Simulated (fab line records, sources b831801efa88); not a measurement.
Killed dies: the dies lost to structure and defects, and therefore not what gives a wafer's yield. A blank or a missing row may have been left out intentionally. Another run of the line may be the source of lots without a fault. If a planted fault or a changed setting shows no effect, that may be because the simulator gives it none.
The same fault as seen by 2 desks || flow sky130 || only its own numbers are on each desk; what lay behind them is given at the end

## THE TOOL OWNER'S DESK: wet_bench-02
The tool's own readings at SKY_NWELL_CLEAN_27 (cleans in SC1/SC2, time 150 s): means of the sampled wafers that have a number, for each lot that ran on this tool. The brackets show how far a lot's mean lies from the usual mean; more than 4 standard deviations puts the lot out of limits, marked OUT.
Columns: A = bath_guard_temp_C at SKY_NWELL_CLEAN_27, usual 69.9 C; B = bath_heat_duty_pct at SKY_NWELL_CLEAN_27, usual 13.3 %; C = temp_c at SKY_NWELL_CLEAN_27, usual 70.00 C
{"lot": "L469", "first seen here": "day 6 12:37", "A": 70.0, "B": 14.1, "C": 69.95}
{"lot": "L487", "first seen here": "day 11 02:28", "A": 69.5, "B": 13.8, "C": 70.05}
This desk's finding: nothing out of limits on any of the 2 lots.

## AT THE METROLOGY DESK
Means of the sampled wafers that have a number, per lot and without regard to the tool the lot ran on: this is what the gauges read. The brackets show how far a lot's mean lies from the usual mean; more than 4 standard deviations puts the lot out of limits, marked OUT. 7 of its 10 readings are shown, namely those furthest out on some lot.
Columns: A = NWELL_TW at SKY_NWELL_TW_MEAS_15, usual 1829; B = NWELL_01_OVL at SKY_NWELL_OVL_MEAS_23, usual 1.2 nm; C = NWELL_2_TW at SKY_NWELL_TW_MEAS_26, usual 497; D = NWELL_RS at SKY_NWELL_RS_MEAS_29, usual 624.6 ohm/sq; E = cd_nm at SKY_VT_ADJUST_HVTP_CD_MEAS_07, usual 379.5 nm; F = VT_ADJUST_HVTP_OVL at SKY_VT_ADJUST_HVTP_OVL_MEAS_08, usual 0.7 nm; G = VT_ADJUST_HVTP_TW at SKY_VT_ADJUST_HVTP_TW_MEAS_11, usual 1357
{"lot": "L467", "first seen here": "day 5 05:55", "A": 1848, "B": 1.7, "C": 501, "D": 624.7, "E": 380.6, "F": 1.7, "G": 1359}
{"lot": "L469", "first seen here": "day 5 17:44", "A": 1803, "B": 3.4, "C": 492, "D": 626.4, "E": 378.6, "F": -1.7, "G": 1362}
{"lot": "L476", "first seen here": "day 7 21:59", "A": 1823, "B": 1.4, "C": 495, "D": 625.1, "E": 383.8, "F": 3.9, "G": 1359}
{"lot": "L478", "first seen here": "day 8 02:49", "A": 1811, "B": 2.3, "C": 498, "D": 625.2, "E": 378.2, "F": -1.6, "G": 1380}
{"lot": "L486", "first seen here": "day 10 02:46", "A": 1828, "B": 0.7, "C": 504, "D": 622.1, "E": 382.9, "F": 1.9, "G": 1338}
{"lot": "L487", "first seen here": "day 10 02:58", "A": 1817, "B": 1.6, "C": 491, "D": 624.6, "E": 381.2, "F": 1.8, "G": 1350}
This desk's finding: nothing out of limits on any of the 6 lots.

## BROUGHT TOGETHER
The desk of the tool owner found nothing out of limits.
From the metrology desk's view, nothing was out of limits.

## WHAT THE SIMULATOR HAD PUT IN
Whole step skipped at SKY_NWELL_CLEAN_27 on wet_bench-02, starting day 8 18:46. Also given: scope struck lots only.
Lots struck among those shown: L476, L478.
